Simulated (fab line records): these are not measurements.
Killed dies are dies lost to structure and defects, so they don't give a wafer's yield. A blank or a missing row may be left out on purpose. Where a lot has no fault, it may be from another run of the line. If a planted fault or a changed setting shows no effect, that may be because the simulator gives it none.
What tool caused it?    flow sky130    42 wafers from 14 lots sampled at 4 of the route's 708 steps

## WHAT EACH GAUGE READ, for each wafer
SKY_CONTACT_BOW_MEAS_05.
lot   measured      on             CONTACT_BOW (um)
L783  day 32 07:31  film_metro-03  81 79 83
L784  day 32 07:42  film_metro-04  85 90 85
L785  day 32 13:52  film_metro-04  82 76 73
L789  day 33 02:10  film_metro-02  85 75 75
L793  day 34 08:35  film_metro-04  88 85 76
L792  day 34 11:23  film_metro-03  73 88 81
L794  day 34 14:36  film_metro-04  80 86 91
L795  day 35 02:29  film_metro-03  75 82 79
L798  day 36 07:58  film_metro-02  74 77 93
L800  day 36 14:57  film_metro-04  73 79 85
L801  day 37 03:32  film_metro-03  83 76 81
L802  day 37 09:37  film_metro-03  71 86 73
L803  day 37 15:06  film_metro-03  79 95 77
L804  day 37 17:07  film_metro-03  75 77 89

## WHICH TOOL RAN EACH LOT (tool, then ch and the chambers of the sampled wafers, then the start)
lot   SKY_RES_XHIGH_DEVELOP_06           SKY_LI_CONTACT_CMP_02          SKY_LI_CONTACT_SPUTTER_20
L783  litho_track-01 ch 0, day 28 15:19  cmp-02 ch 0,2,3, day 29 19:25  pvd_sputter-01, day 31 01:14
L784  litho_track-02 ch 0, day 28 15:52  cmp-01 ch 0,2,3, day 29 19:51  pvd_sputter-02, day 31 01:35
L785  litho_track-04 ch 0, day 28 21:35  cmp-01 ch 0,2,3, day 30 03:12  pvd_sputter-04, day 31 07:41
L789  litho_track-04 ch 0, day 29 11:08  cmp-02 ch 0,1,3, day 30 17:46  pvd_sputter-01, day 31 21:32
L793  litho_track-02 ch 0, day 30 18:23  cmp-02 ch 1,2,3, day 31 23:40  pvd_sputter-01, day 33 03:44
L792  litho_track-01 ch 0, day 30 21:44  cmp-01 ch 2,3, day 32 03:25    pvd_sputter-01, day 33 06:38
L794  litho_track-04 ch 0, day 31 01:55  cmp-01 ch 0,2,3, day 32 07:04  pvd_sputter-04, day 33 10:16
L795  litho_track-04 ch 0, day 31 13:04  cmp-02 ch 0,1, day 32 17:40    pvd_sputter-01, day 33 20:55
L798  litho_track-02 ch 0, day 32 20:16  cmp-02 ch 0,1, day 34 00:10    pvd_sputter-01, day 35 03:29
L800  litho_track-02 ch 0, day 33 03:59  cmp-02 ch 1,3, day 34 08:01    pvd_sputter-01, day 35 10:57
L801  litho_track-01 ch 0, day 33 16:10  cmp-02 ch 0,1,3, day 34 20:40  pvd_sputter-04, day 35 23:29
L802  litho_track-04 ch 0, day 33 21:38  cmp-01 ch 2,3, day 35 02:07    pvd_sputter-04, day 36 05:11
L803  litho_track-02 ch 0, day 34 03:13  cmp-01 ch 0,3, day 35 07:50    pvd_sputter-04, day 36 10:56
L804  litho_track-02 ch 0, day 34 06:29  cmp-01 ch 2,3, day 35 10:10    pvd_sputter-02, day 36 12:30
- SKY_RES_XHIGH_DEVELOP_06: develop time 60 s.
- SKY_LI_CONTACT_CMP_02: polishes PSG.
- SKY_LI_CONTACT_SPUTTER_20: material TiN, target thk 20 nm, time 80 s.

## AS READ BY THE TOOLS THEMSELVES (means over the sampled wafers that have a number; for cases with no such wafer, the mark the record gives instead)
SKY_RES_XHIGH_DEVELOP_06.
lot   tool            developer_temp_C (C)
L783  litho_track-01  22.98
L784  litho_track-02  22.88
L785  litho_track-04  22.99
L789  litho_track-04  22.93
L793  litho_track-02  22.93
L792  litho_track-01  22.97
L794  litho_track-04  23.97
L795  litho_track-04  23.89
L798  litho_track-02  22.97
L800  litho_track-02  22.80
L801  litho_track-01  23.14
L802  litho_track-04  22.95
L803  litho_track-02  23.03
L804  litho_track-02  23.06

SKY_LI_CONTACT_CMP_02.
lot   tool    motor_current_A (A)  time_to_endpoint_s (s)
L783  cmp-02  11.6                 32.5
L784  cmp-01  11.6                 35.8
L785  cmp-01  11.8                 32.9
L789  cmp-02  12.6                 32.7
L793  cmp-02  11.7                 35.5
L792  cmp-01  11.7                 33.0
L794  cmp-01  11.7                 30.5
L795  cmp-02  12.3                 33.6
L798  cmp-02  12.2                 36.8
L800  cmp-02  12.4                 32.1
L801  cmp-02  12.6                 32.6
L802  cmp-01  11.5                 31.3
L803  cmp-01  11.5                 29.0
L804  cmp-01  12.3                 29.6

SKY_LI_CONTACT_SPUTTER_20.
lot   tool            throttle_valve_pct (%)
L783  pvd_sputter-01  30.3
L784  pvd_sputter-02  30.9
L785  pvd_sputter-04  29.9
L789  pvd_sputter-01  29.5
L793  pvd_sputter-01  29.7
L792  pvd_sputter-01  30.2
L794  pvd_sputter-04  29.7
L795  pvd_sputter-01  29.7
L798  pvd_sputter-01  30.2
L800  pvd_sputter-01  29.5
L801  pvd_sputter-04  30.3
L802  pvd_sputter-04  30.1
L803  pvd_sputter-04  30.3
L804  pvd_sputter-02  30.2

## THE ANSWER, worked out from the rows above alone
Rule: the lots themselves supply what counts as usual. The widest of any qualifying gaps counts: lots, ordered by their means at a reading, are off when they make up no more than a third of the lots, leave a main group of 4 or more, and stand apart from it by 3 or more times the standard deviation of that group's means. The tables above print the reading to a certain number of digits; a main group whose means all agree to those digits is not used. A lot without any number at a reading at which 4 lots or more have one is off too. The other lots that the step has rows for count as sound. First the gauges in route order, then the tools' own readings, where a lot's mean is used as printed above. At the first step where some lot is off, the reading lying furthest off is the one used; lots without a number count as furthest.
Off: L794, L795, at SKY_RES_XHIGH_DEVELOP_06 (developer_temp_C). The main group has a mean of 22.97 C with a standard deviation of 0.083.
If a tool, at that step or one of the process steps before it, ran each lot that is off and ran no sound lot following the first of them, it fits. Of those tried, none fits.

## WHAT THE SIMULATOR HAD PUT IN
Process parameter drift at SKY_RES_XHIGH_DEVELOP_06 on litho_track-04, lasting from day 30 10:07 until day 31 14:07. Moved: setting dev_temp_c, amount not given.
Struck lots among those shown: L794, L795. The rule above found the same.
